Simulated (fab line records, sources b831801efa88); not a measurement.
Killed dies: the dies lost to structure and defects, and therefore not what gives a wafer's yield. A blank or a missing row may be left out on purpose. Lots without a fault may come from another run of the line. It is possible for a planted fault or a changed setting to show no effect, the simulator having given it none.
Which tool is to blame?	flow sky130	36 wafers from 12 lots sampled at 5 of the route's 708 steps

## WHAT THE GAUGES SHOWED, per wafer
SKY_GATE_OXIDE_TW_MEAS_14.
lot	measured	on	GATE_OXIDE_TW
L213	day 13 21:34	film_metro-01	223.9 224.2 223.7
L214	day 14 06:16	film_metro-02	224.3 226.7 225.2
L215	day 14 16:37	film_metro-01	224.0 224.5 225.5
L216	day 15 00:19	film_metro-03	220.9 222.1 221.6
L217	day 15 13:20	film_metro-02	226.5 226.2 225.8
L219	day 16 04:50	film_metro-03	223.3 224.1 222.5
L227	day 19 06:17	film_metro-03	221.6 222.3 222.4
L228	day 19 19:22	film_metro-03	222.3 223.1 221.8
L230	day 20 00:51	film_metro-03	222.9 220.9 222.5
L231	day 20 10:00	film_metro-03	222.5 220.5 222.0
L232	day 20 19:47	film_metro-02	227.4 228.1 226.9
L236	day 21 22:16	film_metro-03	221.3 222.3 221.7

SKY_POLY_GATE_CD_MEAS_13: the cd target is 150 nm.
lot	measured	on	cd_nm (nm)
L213	day 16 10:41	cd_sem-02	149.3 149.9 149.4
L214	day 16 21:41	cd_sem-02	152.4 152.7 151.0
L215	day 17 05:53	cd_sem-02	150.4 149.5 148.4
L216	day 17 16:08	cd_sem-01	149.4 148.6 149.6
L217	day 18 06:57	cd_sem-01	151.7 151.2 151.5
L219	day 18 20:06	cd_sem-01	150.0 150.6 149.0
L227	day 22 01:23	cd_sem-01	150.1 149.4 151.7
L228	day 22 12:30	cd_sem-02	149.0 151.0 149.9
L230	day 22 18:56	cd_sem-02	150.7 150.0 149.9
L231	day 23 06:29	cd_sem-02	151.7 151.9 151.1
L232	day 23 12:03	cd_sem-02	151.3 152.3 151.9
L236	day 24 15:20	cd_sem-01	151.3 152.1 151.4

SKY_LDD_LDN_TW_MEAS_13.
lot	measured	on	LDD_LDN_TW
L213	day 22 22:19	film_metro-02	1496 1495 1502
L214	day 23 10:11	film_metro-01	1475 1467 1467
L215	day 23 20:57	film_metro-01	1472 1471 1476
L216	day 24 05:48	film_metro-04	1480 1484 1487
L217	day 24 18:30	film_metro-01	1480 1469 1475
L219	day 25 07:41	film_metro-04	1474 1478 1480
L227	day 28 08:51	film_metro-04	1489 1479 1480
L228	day 28 18:40	film_metro-01	1378 1366 1370
L230	day 29 00:33	film_metro-02	1395 1389 1380
L231	day 29 11:22	film_metro-04	1491 1485 1489
L232	day 29 16:48	film_metro-02	1392 1387 1384
L236	day 30 20:19	film_metro-04	1488 1477 1478

## TOOL THAT RAN EACH LOT (tool first, then ch and the chambers of the sampled wafers, then the start)
lot	SKY_POLY_GATE_ETCH_17	SKY_LDD_LDN_IMPLANT_10
L213	rie_si-02 ch 0,2,3, day 16 11:01	implanter-02 ch 0, day 22 21:55
L214	rie_si-01 ch 2,3, day 16 22:01	implanter-03 ch 0, day 23 09:46
L215	rie_si-02 ch 0,1,3, day 17 06:13	implanter-02 ch 0, day 23 20:33
L216	rie_si-01 ch 0,3, day 17 16:28	implanter-01 ch 0, day 24 05:24
L217	rie_si-01 ch 0,1,2, day 18 07:13	implanter-02 ch 0, day 24 18:08
L219	rie_si-01 ch 0,2,3, day 18 20:25	implanter-02 ch 0, day 25 07:18
L227	rie_si-02 ch 0,2,3, day 22 01:45	implanter-02 ch 0, day 28 08:27
L228	rie_si-02 ch 1,3, day 22 12:49	implanter-02 ch 0, day 28 18:17
L230	rie_si-01 ch 0,3, day 22 19:16	implanter-02 ch 0, day 29 00:09
L231	rie_si-02 ch 1,2,3, day 23 06:49	implanter-03 ch 0, day 29 10:58
L232	rie_si-01 ch 0,1,3, day 23 12:21	implanter-02 ch 0, day 29 16:26
L236	rie_si-02 ch 0,2, day 24 15:40	implanter-03 ch 0, day 30 19:55
- SKY_POLY_GATE_ETCH_17: etches poly-Si in HBr/Cl2, stops on SiO2, target depth 180 nm, time 70.5 s.
- SKY_LDD_LDN_IMPLANT_10

## AS READ BY THE TOOLS THEMSELVES (means over the sampled wafers that have a number; for cases with no such wafer, the mark the record gives instead)
SKY_POLY_GATE_ETCH_17.
lot	tool	drypump_motor_current_A (A)	oes_product_au (a.u.)	throttle_valve_pct (%)
L213	rie_si-02	5.7	0.975	33.689
L214	rie_si-01	5.1	0.980	33.683
L215	rie_si-02	5.7	0.985	33.684
L216	rie_si-01	5.2	0.986	33.683
L217	rie_si-01	5.6	0.975	33.684
L219	rie_si-01	5.2	0.979	33.692
L227	rie_si-02	5.7	0.977	33.690
L228	rie_si-02	5.5	0.988	33.678
L230	rie_si-01	5.2	0.992	33.684
L231	rie_si-02	5.7	0.993	33.683
L232	rie_si-01	5.5	0.994	33.680
L236	rie_si-02	6.0	0.972	33.698

SKY_LDD_LDN_IMPLANT_10.
lot	tool	dose_ions_cm2	faraday_current_uA
L213	implanter-02	1.2510e+13	70.2
L214	implanter-03	1.2499e+13	70.4
L215	implanter-02	1.2496e+13	69.2
L216	implanter-01	1.2519e+13	70.6
L217	implanter-02	1.2507e+13	70.6
L219	implanter-02	1.2518e+13	68.7
L227	implanter-02	1.2520e+13	71.6
L228	implanter-02	1.3037e+12	7.5
L230	implanter-02	1.3010e+12	7.4
L231	implanter-03	1.2504e+13	71.7
L232	implanter-02	1.3117e+12	7.4
L236	implanter-03	1.2485e+13	71.2

## THE ANSWER, worked out from the rows above alone
Rule: usual is defined by the lots themselves. The widest of any qualifying gaps counts: lots, ordered by their means at a reading, are off when they make up no more than a third of the lots, leave a main group of 4 or more, and stand apart from it by 3 or more times the standard deviation of that group's means. The tables above print the reading to a certain number of digits; a main group whose means all agree to those digits is not used. Also off: a lot with no number at a reading for which 4 or more lots have one. The other lots that the step has rows for count as sound. After the gauges, taken in route order, come the tools' own readings; for these a lot's mean is taken, as printed above. The first step at which some lot is off is used, and at that step the reading that is off furthest; a lot without a number counts as furthest.
Off: at SKY_LDD_LDN_TW_MEAS_13 (LDD_LDN_TW), L228, L230, L232. Mean 1481 and standard deviation 8.1 in the main group.
A tool fits if, at a process step before that reading, it ran every lot that is off, and no sound lot after the first of them. The gauges at SKY_LDD_LDN_TW_MEAS_13 aren't tried: what is off there is off at SKY_LDD_LDN_IMPLANT_10 too, on other tools, and a gauge's error can't cause that. One candidate fits, namely implanter-02 at SKY_LDD_LDN_IMPLANT_10. A fault onset in the window from L227 (day 28 08:27, its last sound lot) to L228 (day 28 18:17, its first lot off) fits.
The tool's own readings at SKY_LDD_LDN_IMPLANT_10 bear it out: on the lots that are off they differ by more than 5 times the standard deviation of the sound lots' means. dose_ions_cm2 reads 1.3055e+12 there against 1.2506e+13 on the sound lots; faraday_current_uA reads 7.4 there against 70.5 on the sound lots.

## WHAT THE SIMULATOR HAD INSERTED
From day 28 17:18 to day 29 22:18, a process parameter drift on implanter-02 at SKY_LDD_LDN_IMPLANT_10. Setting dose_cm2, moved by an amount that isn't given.
Struck lots among those shown: L228, L230, L232. The rule above found the same.
